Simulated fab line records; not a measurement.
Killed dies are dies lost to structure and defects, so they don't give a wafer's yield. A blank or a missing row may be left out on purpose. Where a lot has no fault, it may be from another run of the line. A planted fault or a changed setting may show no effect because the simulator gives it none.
8D (eight disciplines) problem report, filled in by code	flow sky130	the parts of the form that need people (team, actions taken, sign-off) are left out

== 1. PROBLEM STATEMENT ==
Wafers without a fault read 3.3 with a standard deviation of 1.9, while killed_at_M4_up at SKY_PAD_OPEN_PROBE_99 averages 59.5 across 2 wafers of 1 lot. Relative to the usual mean, that is a shift of +30 standard deviations.
The first sign was on wafer L663.3 at day 50 17:11, on prober-02. The record holds 3 wafers of 1 lot with a number at this step. Rule for "out" (also "out of limits"): further than 4 standard deviations from the usual mean. The other wafers with a number count as sound.

== 2. WHAT IT IS AND WHAT IT IS NOT ==
question	is	is not
which readings at this step	killed_at_M4_up, defect limited yield, killed dies, sort_bin_3_pad_short, sort n pass, sort yield pct	killed at contacts, killed at front end, killed at other, killed open
which lots	L663	-
which wafers of those lots	L663.3, L663.6	L663.2
read on which tools	prober-02	-
when	from day 50 17:11	up to then (1 sound wafer)

== 3. WHAT RULES OUT EACH SUSPECT ==
Counting: if a tool at a process step up to the reading ran every lot that is out, it stays a suspect. Sound lots after the first of them don't rule it out here, since some wafers of a struck lot are sound.
- plasma asher-04 at SKY_METAL4_STRIP_19 (strips in O2/N2): kept. It ran the lot that is out, L663 (day 47 02:41).
- pvd sputter-04 at SKY_METAL5_SPUTTER_00 (material Ti, target thk 15 nm, time 10 s): kept. It ran the lot that is out, L663 (day 48 02:35).
- rie metal-01 at SKY_METAL5_DESCUM_14 (chemistry O2, time 11 s): kept. It ran the lot that is out, L663 (day 48 23:09).
- prober-02 at SKY_PAD_OPEN_PROBE_99: kept. It ran the lot that is out, L663 (day 50 17:08). Its own defect limited yield, killed_at_M4_up, killed dies, sort_bin_3_pad_short, sort n pass, sort yield pct readings are out on those wafers.
Left after counting: plasma asher-04 at SKY_METAL4_STRIP_19, pvd sputter-04 at SKY_METAL5_SPUTTER_00, rie metal-01 at SKY_METAL5_DESCUM_14, prober-02 at SKY_PAD_OPEN_PROBE_99.

== 4. THE CAUSE (what the simulator had put in) ==
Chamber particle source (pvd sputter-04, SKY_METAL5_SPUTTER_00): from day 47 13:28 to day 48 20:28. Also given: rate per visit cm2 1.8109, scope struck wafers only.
Counting left 4 suspects, and this tool is among them.

== 5. SEQUENCE OF EFFECTS, ordered by route ==
Each row: a reading whose mean over the struck wafers that have a number lies more than 3 standard deviations from the usual. Only readings whose record carries a usual standard deviation are examined. hours: median over the lots of the time between each lot's start at the first step of this table that gives one and its start at this step. sigmas: the change, counted in usual standard deviations.
hours	step	reading	usual	on struck wafers	change	sigmas
0	SKY_PAD_OPEN_PROBE_99	defect limited yield	82.5 %	70.3	-12.2	-6.4
0	SKY_PAD_OPEN_PROBE_99	killed_at_M4_up	3.3	59.5	+56.2	+30
0	SKY_PAD_OPEN_PROBE_99	killed dies	86	146	+60	+6.5
0	SKY_PAD_OPEN_PROBE_99	sort_bin_3_pad_short	0.8 %	5.1	+4.3	+11
0	SKY_PAD_OPEN_PROBE_99	sort_bin_5_function	10.3 %	16.1	+5.8	+4.2
0	SKY_PAD_OPEN_PROBE_99	sort n pass	406	346	-60	-6.5
0	SKY_PAD_OPEN_PROBE_99	sort yield pct	82.5 %	70.3	-12.2	-6.4
Process steps it contains:
- SKY_PAD_OPEN_PROBE_99

== 6. WHAT WOULD HAVE CAUGHT IT SOONER ==
76 hours passed between the start of the fault at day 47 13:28 and the first reading out of limits in this record, taken at day 50 17:11.
Of the tool readings at SKY_METAL5_SPUTTER_00 for which the record gives a usual standard deviation, none was out on any struck wafer, so an alarm limit of 4 standard deviations on them would not have fired.
By day 50 17:11 the whole set of lots that are out, 1 in number, had already begun SKY_METAL5_SPUTTER_00 on pvd sputter-04. Tool hold at that time: it would have spared none of them.
